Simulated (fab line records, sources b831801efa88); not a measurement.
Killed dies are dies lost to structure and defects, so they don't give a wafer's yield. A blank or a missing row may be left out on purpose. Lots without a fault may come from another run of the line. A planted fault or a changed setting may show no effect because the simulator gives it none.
fab line records | flow sky130 | part 2 of 2: steps 35 to 47 of 47
record lots=5 wafers=15 last_day=50
route steps=708 shown VT_ADJUST_HVTR@138 VT_ADJUST_PCH@143 SONOS_TUNNEL@154 SONOS_ONO@168
lots that met no fault: from a run of the same line without faults
start_h: hours from the record's first day to the start of the lot's first wafer shown | wait_h: hours since the lot's step before | " the same as in the row above | L1.1+2: a row that stands for several wafers | - no value, or no start given | * or withheld: withheld | < > ~ a bound
route shown NAME@n: a module of which the file shows steps, and the number in the route of the first | usual: mean/standard deviation of fault-free wafers | same: alike in all rows | chamber/n: place in a boat | sites: the reading at each site | _std_site: their standard deviation | _edge_site: outer sites' mean less inner sites' | radius_mm: how far each site lies from the wafer's centre | mask NAME#n: copy n | behind: the tool/chamber that last shaped the wafer | hold: why the lot was held/for how many hours/how that ended | device: the transistor (n, p or np) that didn't switch | end of line: the same wafers' tests at the end of the route | a step without rows: its recipe alone | killed: dies lost to structure and defects at the first sort, not the wafer's yield | map: a wafer's dies, x killed, . not, _ none there
set.NAME: the setting as run; set.NAME@STEP: as run at that earlier step | model.NAME: the simulator's own value behind a step, which no gauge read
lots at some steps of the route; a table a step, a row a wafer
services: from which hour (start_h, from the record's first day; less than 0 if before it) a tool's chamber was out of use, for how many hours, and why
## steps
# step SKY_SONOS_ONO_CVD_04
# recipe material=SiO2 precursor=SiH4/N2O target_thk_nm=5.7199 temp_c=900 pressure_mtorr=400
# usual spike_tc_bottom_C=915.3/1.7 zone_power_top_pct=32.3/0.33
# columns lot.wafer tool chamber start_h wait_h spike_tc_bottom_C zone_power_top_pct
L085.1 lpcvd-03 1 343.88 0.1 914.3 32.1
L085.4 " 1 " " 911.7 32.9
L085.5 " 1 " " 913.5 32.5
L087.1 lpcvd-03 1 355.29 0.1 914.8 32.4
L087.3 " 1 " " 913.4 32.2
L087.5 " 1 " " 913.8 31.7
L090.3 lpcvd-03 1 382.07 0.0 913.8 32.4
L090.5 " 1 " " 916.7 32.6
L090.6 " 1 " " 913.0 32.5
L093.1 lpcvd-03 0 401.93 0.1 915.2 32.1
L093.2 " 0 " " 916.4 32.5
L093.6 " 0 " " 917.7 33.3
L095.3 lpcvd-03 1 416.96 0.0 913.4 32.6
L095.4 " 1 " " 915.1 32.2
L095.6 " 1 " " 915.0 32.5
# step SKY_SONOS_ONO_THK_MEAS_05
# recipe reads=SiO2_of_SONOS_ONO_CVD_04
# usual SONOS_ONO_CVD_04_THK=5.70/0.11
# columns lot.wafer tool chamber start_h wait_h SONOS_ONO_CVD_04_THK[nm]
L085.1 film_metro-03 - 345.13 0.0 5.69
L085.4 " - " " 5.78
L085.5 " - " " 5.73
L087.1 film_metro-01 - 356.54 0.0 5.87
L087.3 " - " " 5.79
L087.5 " - " " 5.86
L090.3 film_metro-03 - 383.34 0.0 5.71
L090.5 " - " " 5.96
L090.6 " - " " 5.89
L093.1 film_metro-01 - 403.18 0.0 5.59
L093.2 " - " " 5.58
L093.6 " - " " 5.71
L095.3 film_metro-03 - 418.85 0.0 5.68
L095.4 " - " " 5.65
L095.6 " - " " 5.59
# step SKY_SONOS_ONO_DEHYDRATE_06
# recipe temp_c=200 time_s=60
# columns lot.wafer tool chamber start_h wait_h
L085.1+4+5 litho_track-02 0 357.96 12.8
L087.1+3+5 litho_track-03 0 370.01 13.5
L090.3+5+6 litho_track-02 0 396.36 13.0
L093.1+2+6 litho_track-03 0 417.66 14.5
L095.3+4+6 litho_track-04 0 432.64 13.8
# step SKY_SONOS_ONO_HMDS_07
# recipe prime_time_s=60 prime_temp_c=120
# columns lot.wafer tool chamber start_h wait_h
L085.1+4+5 litho_track-02 0 358.11 0.1
L087.1+3+5 litho_track-03 0 370.16 0.1
L090.3+5+6 litho_track-02 0 396.51 0.1
L093.1+2+6 litho_track-03 0 417.81 0.1
L095.3+4+6 litho_track-04 0 432.79 0.1
# step SKY_SONOS_ONO_COAT_08
# recipe resist=NOVOLAK spin_rpm=3000 resist_thk_nm=1140
# columns lot.wafer tool chamber start_h wait_h
L085.1+4+5 litho_track-02 0 358.26 0.1
L087.1+3+5 litho_track-03 0 370.31 0.1
L090.3+5+6 litho_track-02 0 396.66 0.1
L093.1+2+6 litho_track-03 0 417.96 0.1
L095.3+4+6 litho_track-04 0 432.94 0.1
# step SKY_SONOS_ONO_SOFTBAKE_09
# recipe temp_c=90 time_s=60 resist=NOVOLAK
# columns lot.wafer tool chamber start_h wait_h
L085.1+4+5 litho_track-02 0 358.41 0.1
L087.1+3+5 litho_track-03 0 370.46 0.1
L090.3+5+6 litho_track-02 0 396.81 0.1
L093.1+2+6 litho_track-03 0 418.11 0.1
L095.3+4+6 litho_track-04 0 433.09 0.1
# step SKY_SONOS_ONO_EXPOSE_10
# recipe mask_id=ONOM target_cd_nm=410 na=0.6 source_shape=conventional sigma_outer=0.6 dose_mj=150
# same na=0.6 sigma_outer=0.6
# columns lot.wafer tool chamber start_h wait_h mask
L085.1+4+5 iline_stepper-02 0 - - ONOM#0
L087.1+3+5 iline_stepper-01 0 - - ONOM#0
L090.3+5+6 iline_stepper-02 0 - - ONOM#0
L093.1+2+6 iline_stepper-01 0 - - ONOM#0
L095.3+4+6 iline_stepper-02 0 - - ONOM#0
# step SKY_SONOS_ONO_PEB_11
# recipe temp_c=withheld time_s=* resist=NOVOLAK
# columns lot.wafer tool chamber start_h wait_h
L085.1+4+5 litho_track-02 0 - -
L087.1+3+5 litho_track-02 0 - -
L090.3+5+6 litho_track-03 0 - -
L093.1+2+6 litho_track-04 0 - -
L095.3+4+6 litho_track-04 0 - -
# step SKY_SONOS_ONO_DEVELOP_12
# recipe develop_time_s=60 dev_temp_c=23
# columns lot.wafer tool chamber start_h wait_h
L085.1+4+5 litho_track-02 0 371.76 0.1
L087.1+3+5 litho_track-02 0 384.26 0.1
L090.3+5+6 litho_track-03 0 412.26 0.1
L093.1+2+6 litho_track-04 0 432.44 0.1
L095.3+4+6 litho_track-04 0 448.79 0.1
# step SKY_SONOS_ONO_CD_MEAS_13
# recipe target_cd_nm=410
# usual cd_nm=410.1/2.1
# columns lot.wafer tool chamber start_h wait_h cd_nm
L085.1 cd_sem-01 - 371.91 0.1 410.0
L085.4 " - " " 409.1
L085.5 " - " " 409.7
L087.1 cd_sem-02 - 384.41 0.1 407.8
L087.3 " - " " 407.0
L087.5 " - " " 410.4
L090.3 cd_sem-02 - 412.40 0.1 411.2
L090.5 " - " " 411.3
L090.6 " - " " 411.4
L093.1 cd_sem-01 - 432.59 0.1 415.0
L093.2 " - " " 414.1
L093.6 " - " " 415.2
L095.3 cd_sem-01 - 448.93 0.1 408.5
L095.4 " - " " 407.1
L095.6 " - " " 405.9
# step SKY_SONOS_ONO_OVL_MEAS_14
# usual SONOS_ONO_OVL=0.3/1.3
# columns lot.wafer tool chamber start_h wait_h SONOS_ONO_OVL[nm]
L085.1 overlay-02 - 372.03 0.1 -0.3
L085.4 " - " " -0.1
L085.5 " - " " -0.2
L087.1 overlay-02 - 384.53 0.1 -2.2
L087.3 " - " " -2.5
L087.5 " - " " -3.6
L090.3 overlay-02 - 412.50 0.1 -0.5
L090.5 " - " " -0.3
L090.6 " - " " -0.4
L093.1 overlay-02 - 432.71 0.1 1.4
L093.2 " - " " -0.2
L093.6 " - " " -1.2
L095.3 overlay-01 - 449.02 0.1 -2.1
L095.4 " - " " 0.7
L095.6 " - " " -0.4
# step SKY_SONOS_ONO_ETCH_15
# recipe target_depth_nm=19.52 chemistry=CHF3/O2 source_w=600 bias_w=200 pressure_mtorr=40 chf3_flow_sccm=50 O2_flow_sccm=5 time_s=7.8
# usual drypump_motor_current_A=5.8/0.37 oes_product_au=1.009/0.012 throttle_valve_pct=8.826/0.0093
# columns lot.wafer tool chamber start_h wait_h drypump_motor_current_A oes_product_au rf_hours_counter_h throttle_valve_pct
L085.1 rie_diel-01 0 372.07 0.0 5.6 1.003 5 8.825
L085.4 " 2 " " 6.0 1.011 10 8.818
L085.5 " 1 " " 5.8 1.049 - 8.827
L087.1 rie_diel-01 0 384.57 0.0 5.6 1.023 5 8.818
L087.3 " 2 " " 6.1 1.004 11 8.836
L087.5 " 2 " " 6.0 1.022 - 8.823
L090.3 rie_diel-01 0 412.52 0.0 5.7 1.008 6 8.803
L090.5 " 3 " " 5.2 0.999 - 8.823
L090.6 " 0 " " 5.7 1.014 - 8.825
L093.1 rie_diel-01 0 432.75 0.0 5.7 1.006 6 8.810
L093.2 " 2 " " 6.0 1.024 11 8.842
L093.6 " 1 " " 5.8 1.021 - 8.828
L095.3 rie_diel-01 3 449.05 0.0 5.2 1.005 2 8.825
L095.4 " 1 " " 5.8 1.026 8 8.829
L095.6 " 2 " " 6.0 1.007 - 8.830
# step SKY_SONOS_ONO_WET_ETCH_16
# recipe chemistry=dHF target_depth_nm=14 dry=n2_spin target=SiO2 dilution=100:1 temp_c=25 time_s=280
# columns lot.wafer tool chamber start_h wait_h
L085.1+4+5 wet_bench-04 0 372.09 0.0
L087.1+3+5 wet_bench-04 1 384.59 0.0
L090.3+5+6 wet_bench-01 3 412.54 0.0
L093.1+2+6 wet_bench-04 1 432.77 0.0
L095.3+4+6 wet_bench-04 1 449.07 0.0
## services
# columns tool chamber start_h hours kind
implanter-04 - 261.23 0.9 repair
implanter-04 - 272.92 6.9 repair
rie_diel-01 1 274.37 1.6 repair
plasma_asher-04 - 275.75 6.4 repair
rie_diel-01 3 282.13 5.2 repair
rie_diel-01 0 287.58 23.2 repair
implanter-04 - 287.82 3.7 repair
implanter-04 - 299.49 3.0 pm
furnace-01 - 299.59 7.6 repair
plasma_asher-02 - 311.62 1.4 repair
furnace-01 - 314.09 4.1 pm
plasma_asher-02 - 324.56 1.8 repair
lpcvd-02 - 333.63 6.0 pm
rie_diel-01 - 336.63 3.1 repair
lpcvd-03 - 339.22 1.2 repair
plasma_asher-02 - 357.47 2.8 pm
iline_stepper-01 - 361.64 1.7 pm
iline_stepper-01 - 389.85 0.7 repair
rie_diel-01 - 396.32 14.6 pm
iline_stepper-01 - 409.96 1.2 repair
implanter-04 - 410.58 0.6 repair
plasma_asher-04 - 421.25 9.0 pm
iline_stepper-01 - 431.20 5.4 repair
iline_stepper-02 - 436.56 4.4 pm
